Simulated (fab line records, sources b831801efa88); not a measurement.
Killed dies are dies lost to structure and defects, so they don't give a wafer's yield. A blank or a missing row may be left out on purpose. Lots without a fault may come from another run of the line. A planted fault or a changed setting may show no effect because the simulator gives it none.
A struck lot beside a sound one | flow sky130 | 15 steps out of a route of 708
Sound: wafers L756.1, L756.2, L756.4. Struck: wafers L750.4, L750.5, L750.6. The cause comes at the end.
At each step with rows: each side's tool, then ch and its chambers, then its first start. Under that, the readings that differ: sound wafers | struck wafers | difference of the means | sigmas: that difference in standard deviations of wafers without a fault.
alike: readings whose means differ by less than 2 such deviations, and words and numbers that are the same on both sides. not compared: withheld readings, readings that some wafer has no value for, bounds like >300 that may hide the same value, and numbers for which the record gives no deviation and whose values overlap.
The two part at a step that has a row with sigmas, a row that says differs or no value, or rows on one side only. Numbers that don't overlap but have no deviation are shown without sigmas and don't part them. A reading that every wafer of one side lacks parts them only if that side has two wafers or more.

SKY_LDD_HVP_OVL_MEAS_07:
  sound on overlay-01, day 27 12:24; struck on overlay-01, day 25 11:10
  alike: LDD_HVP_OVL
then, 1 step without rows for these wafers: SKY_LDD_HVP_IMPLANT_08.
SKY_LDD_HVP_STRIP_09: strips in O2/N2.
  sound on plasma_asher-04 ch 0,1, day 27 12:35; struck on plasma_asher-03 ch 0,1, day 25 11:22
  alike: drypump_motor_current_A, oes_product_au, strip_time_to_endpoint_s
  not compared: rf_hours_counter_h
SKY_LDD_HVP_TW_MEAS_10:
  sound on film_metro-03, day 27 12:41; struck on film_metro-03, day 25 11:28
  alike: LDD_HVP_TW
then, 7 steps without rows for these wafers: SKY_LDD_LDN_DEHYDRATE_00 (time 60 s); SKY_LDD_LDN_HMDS_01 (prime time 60 s); SKY_LDD_LDN_COAT_02 (resist thk 1140 nm); SKY_LDD_LDN_SOFTBAKE_03 (time 60 s); SKY_LDD_LDN_EXPOSE_04 (exposes mask LDNTM, target cd 700 nm); SKY_LDD_LDN_PEB_05; SKY_LDD_LDN_DEVELOP_06 (develop time 60 s).
SKY_LDD_LDN_OVL_MEAS_07:
  sound on overlay-02, day 28 16:17; struck on overlay-01, day 26 15:35
  alike: LDD_LDN_OVL
SKY_LDD_LDN_IMPLANT_08:
  sound on implanter-04 ch 0, day 28 16:20; struck on implanter-01 ch 0, day 26 15:40
  reading                          | sound                            | struck                          | difference | sigmas
  dose_ions_cm2                    | 1.2482e+13 1.2495e+13 1.2488e+13 | 1.183e+13 1.1817e+13 1.1841e+13 | -6.590e+11 | -47
  end_station_pressure_torr (Torr) | 5.37e-06 5e-06 5.48e-06          | 4.71e-06 4.64e-06 4.41e-06      | -6.97e-07  | -2
  faraday_current_uA               | 75.2 70.0 70.8                   | 67.7 67.0 65.6                  | -5.2       | -4
  alike: rotation_deg
then, 1 step without rows for these wafers: SKY_LDD_LDN_IMPLANT_09.
-- the record jumps here: 22 days lie between the struck wafers' starts before and after (it left off in module LDD_LDN and takes up again in module PAD_OPEN, whose first step shown is number 708 of the route) --
SKY_PAD_OPEN_PROBE_99:
  sound on prober-02, day 49 17:34; struck on prober-02, day 48 06:34
  alike: killed_at_M0_to_M3, killed_at_M4_up, killed_at_contacts, killed_at_front_end, killed_at_other, killed_dies, killed_open, killed_short

WHERE THEY PART
Only at SKY_LDD_LDN_IMPLANT_08, within this record. Later steps at which nothing parts them and some readings are alike: SKY_PAD_OPEN_PROBE_99.

WHY: what the simulator had put in
Process parameter drift: implanter-01, from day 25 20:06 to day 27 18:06, at SKY_LDD_LDN_IMPLANT_08. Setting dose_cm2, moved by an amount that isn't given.
